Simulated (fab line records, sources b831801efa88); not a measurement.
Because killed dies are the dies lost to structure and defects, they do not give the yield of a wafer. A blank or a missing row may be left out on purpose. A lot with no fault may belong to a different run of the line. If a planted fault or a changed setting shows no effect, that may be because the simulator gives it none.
The tool behind it: which one? + flow sky130 + 13 lots, 37 wafers sampled, at 5 steps of a route of 708

## WHAT EACH GAUGE READ, for each wafer
SKY_LDD_P_CD_MEAS_07: target cd 380 nm. Usual: cd_nm 380.5 nm, standard deviation 2.2.
| lot  | measured     | on        | cd_nm (nm)        | flag |
|------|--------------|-----------|-------------------|------|
| L657 | day 18 22:43 | cd_sem-01 | 378.2 381.2 382.1 |      |
| L658 | day 20 21:58 | cd_sem-01 | 382.4 381.8 382.1 |      |
| L659 | day 20 22:15 | cd_sem-01 | 380.7 382.4 381.6 |      |
| L660 | day 24 15:21 | cd_sem-02 | 377.5 380.3 380.8 |      |
| L661 | day 24 16:09 | cd_sem-02 | 379.6 380.0 377.9 |      |
| L662 | day 24 17:58 | cd_sem-01 | 383.7 381.8 384.3 |      |
| L665 | day 24 17:03 | cd_sem-02 | 379.5 379.9 380.7 |      |
| L663 | day 24 18:21 | cd_sem-01 | 382.2 382.7 382.3 |      |
| L664 | day 24 18:51 | cd_sem-02 | 379.6 383.5 382.5 |      |
| L669 | day 25 02:15 | cd_sem-01 | 403.0 377.9       | OFF  |
| L673 | day 25 06:33 | cd_sem-02 | 404.2 402.3       | OFF  |
| L675 | day 25 17:23 | cd_sem-01 | 375.3 376.3 375.5 |      |
| L678 | day 26 09:43 | cd_sem-01 | 379.4 379.4 378.8 |      |

SKY_LDD_P_OVL_MEAS_08. Usual: LDD_P_OVL gives -0.1 nm (standard deviation 1.2).
| lot  | measured     | on         | LDD_P_OVL (nm) | flag |
|------|--------------|------------|----------------|------|
| L657 | day 18 22:50 | overlay-01 | 1.5 1.5 0.4    |      |
| L658 | day 20 22:05 | overlay-02 | 0.2 1.2 0.0    |      |
| L659 | day 20 22:22 | overlay-02 | -0.1 0.8 -1.2  |      |
| L660 | day 24 15:28 | overlay-02 | -0.2 0.0 -1.2  |      |
| L661 | day 24 16:16 | overlay-01 | -1.1 -2.3 -1.1 |      |
| L662 | day 24 18:05 | overlay-01 | -1.4 -0.7 1.6  |      |
| L665 | day 24 17:10 | overlay-01 | -0.5 -1.2 -1.1 |      |
| L663 | day 24 18:28 | overlay-01 | -0.7 -1.8 -1.5 |      |
| L664 | day 24 18:58 | overlay-01 | -0.7 0.9 0.5   |      |
| L669 | day 25 02:22 | overlay-02 | -0.2 -1.1      |      |
| L673 | day 25 06:40 | overlay-02 | -1.7 0.7       |      |
| L675 | day 25 17:29 | overlay-01 | -0.4 1.2 0.3   |      |
| L678 | day 26 09:51 | overlay-02 | -0.4 -0.9 -0.5 |      |

SKY_LDD_HVP_OVL_MEAS_07. Usual: LDD_HVP_OVL gives -0.2 nm (standard deviation 1.4).
| lot  | measured     | on         | LDD_HVP_OVL (nm) | flag |
|------|--------------|------------|------------------|------|
| L657 | day 21 11:42 | overlay-01 | 1.2 0.9 1.7      |      |
| L658 | day 23 09:51 | overlay-02 | 1.3 0.5 -0.7     |      |
| L659 | day 23 10:09 | overlay-02 | -0.9 0.4 -0.2    |      |
| L660 | day 27 01:38 | overlay-02 | -0.1 -1.2 1.0    |      |
| L661 | day 27 02:37 | overlay-02 | -1.4 -2.5 -1.3   |      |
| L662 | day 27 04:12 | overlay-02 | 1.5 1.0 1.8      |      |
| L665 | day 27 04:03 | overlay-01 | -4.0 -2.6 -1.4   |      |
| L663 | day 27 04:28 | overlay-02 | -3.2 -1.5 -0.9   |      |
| L664 | day 27 04:46 | overlay-02 | 1.4 1.2 0.9      |      |
| L669 | day 27 13:17 | overlay-02 | 0.3 2.8          |      |
| L673 | day 27 16:01 | overlay-01 | -0.9 0.3         |      |
| L675 | day 28 03:52 | overlay-02 | -0.4 0.6 -1.0    |      |
| L678 | day 28 19:13 | overlay-02 | 1.1 1.5 0.3      |      |

## TOOL THAT RAN EACH LOT (tool first, then ch and the chambers of the sampled wafers, then the start)
| lot  | SKY_POLY_GATE_STRIP_18               | SKY_LDD_P_DEVELOP_06              |
|------|--------------------------------------|-----------------------------------|
| L657 | plasma_asher-03 ch 0,1, day 16 11:33 | litho_track-04 ch 0, day 18 22:34 |
| L658 | plasma_asher-04 ch 0,1, day 18 07:48 | litho_track-01 ch 0, day 20 21:49 |
| L659 | plasma_asher-03 ch 0,1, day 18 08:26 | litho_track-03 ch 0, day 20 22:06 |
| L660 | plasma_asher-03 ch 0,1, day 22 02:42 | litho_track-04 ch 0, day 24 15:12 |
| L661 | plasma_asher-01 ch 0,1, day 22 03:02 | litho_track-03 ch 0, day 24 16:00 |
| L662 | plasma_asher-04 ch 0,1, day 22 03:03 | litho_track-03 ch 0, day 24 17:50 |
| L665 | plasma_asher-01 ch 0,1, day 22 03:24 | litho_track-03 ch 0, day 24 16:54 |
| L663 | plasma_asher-04 ch 0,1, day 22 03:24 | litho_track-04 ch 0, day 24 18:12 |
| L664 | plasma_asher-04 ch 0,1, day 22 04:20 | litho_track-03 ch 0, day 24 18:42 |
| L669 | plasma_asher-03 ch 0,1, day 22 10:54 | litho_track-03 ch 0, day 25 02:06 |
| L673 | plasma_asher-03 ch 0, day 22 16:06   | litho_track-03 ch 0, day 25 06:24 |
| L675 | plasma_asher-01 ch 0,1, day 23 00:42 | litho_track-01 ch 0, day 25 17:14 |
| L678 | plasma_asher-03 ch 0,1, day 23 21:12 | litho_track-04 ch 0, day 26 09:34 |
- SKY_POLY_GATE_STRIP_18: strips in O2/N2.
- SKY_LDD_P_DEVELOP_06: develop time 60 s.

## WHAT THE TOOLS THEMSELVES READ (means of the sampled wafers that have a number; where no wafer has one, the mark that the record gives instead)
SKY_POLY_GATE_STRIP_18. Usual: drypump_motor_current_A 5.6 A, standard deviation 0.49; oes_product_au 0.360 a.u., standard deviation 0.0053; strip_time_to_endpoint_s 3.18 s, standard deviation 0.054.
| lot  | tool            | drypump_motor_current_A (A) | oes_product_au (a.u.) | strip_time_to_endpoint_s (s) | flag |
|------|-----------------|-----------------------------|-----------------------|------------------------------|------|
| L657 | plasma_asher-03 | 5.5                         | 0.366                 | 3.20                         |      |
| L658 | plasma_asher-04 | 5.6                         | 0.360                 | 3.17                         |      |
| L659 | plasma_asher-03 | 5.5                         | 0.358                 | 3.18                         |      |
| L660 | plasma_asher-03 | 5.2                         | 0.356                 | 3.12                         |      |
| L661 | plasma_asher-01 | 5.5                         | 0.361                 | 3.19                         |      |
| L662 | plasma_asher-04 | 6.0                         | 0.361                 | 3.19                         |      |
| L665 | plasma_asher-01 | 5.5                         | 0.365                 | 3.22                         |      |
| L663 | plasma_asher-04 | 6.1                         | 0.361                 | 3.20                         |      |
| L664 | plasma_asher-04 | 5.7                         | 0.356                 | 3.14                         |      |
| L669 | plasma_asher-03 | 5.3                         | 0.355                 | 3.19                         |      |
| L673 | plasma_asher-03 | 5.8                         | 0.364                 | 3.22                         |      |
| L675 | plasma_asher-01 | 5.4                         | 0.360                 | 3.17                         |      |
| L678 | plasma_asher-03 | 5.2                         | 0.362                 | 3.18                         |      |

SKY_LDD_P_DEVELOP_06. Usual: resist_line_temp_C 23.00 C, standard deviation 0.12.
| lot  | tool           | resist_line_temp_C (C) | flag |
|------|----------------|------------------------|------|
| L657 | litho_track-04 | 22.93                  |      |
| L658 | litho_track-01 | 22.98                  |      |
| L659 | litho_track-03 | 22.97                  |      |
| L660 | litho_track-04 | 23.06                  |      |
| L661 | litho_track-03 | 23.04                  |      |
| L662 | litho_track-03 | 22.96                  |      |
| L665 | litho_track-03 | 22.96                  |      |
| L663 | litho_track-04 | 23.06                  |      |
| L664 | litho_track-03 | 22.96                  |      |
| L669 | litho_track-03 | 22.93                  |      |
| L673 | litho_track-03 | 23.09                  |      |
| L675 | litho_track-01 | 22.97                  |      |
| L678 | litho_track-04 | 23.03                  |      |

## THE ANSWER, worked out from the rows above alone
Rule: lot off if the mean of its wafers having a number is beyond 3 standard deviations from the usual mean. Also off: a lot with no number at a reading for which 4 or more lots have one. All remaining lots with rows at the step are treated as sound. Order of review: gauges by route order, followed by the tools' own readings, for which a lot's mean as printed above is used. The first step at which some lot is off is used, and at that step the reading that is off furthest; a lot without a number counts as furthest.
Off: L669, L673 (SKY_LDD_P_CD_MEAS_07, cd_nm).
If a tool, at a process step before that reading, ran all the lots that are off and no sound lot after the first of them, it fits. Gauges at SKY_LDD_P_CD_MEAS_07: tried the same way as those tools. One candidate fits, namely litho_track-03 at SKY_LDD_P_DEVELOP_06. A fault onset in the window from L664 (day 24 18:42, its last sound lot) to L669 (day 25 02:06, its first lot off) fits.

## WHAT THE SIMULATOR HAD INSERTED
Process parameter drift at SKY_LDD_P_DEVELOP_06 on litho_track-03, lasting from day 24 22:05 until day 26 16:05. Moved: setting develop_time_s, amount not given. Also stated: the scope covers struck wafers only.
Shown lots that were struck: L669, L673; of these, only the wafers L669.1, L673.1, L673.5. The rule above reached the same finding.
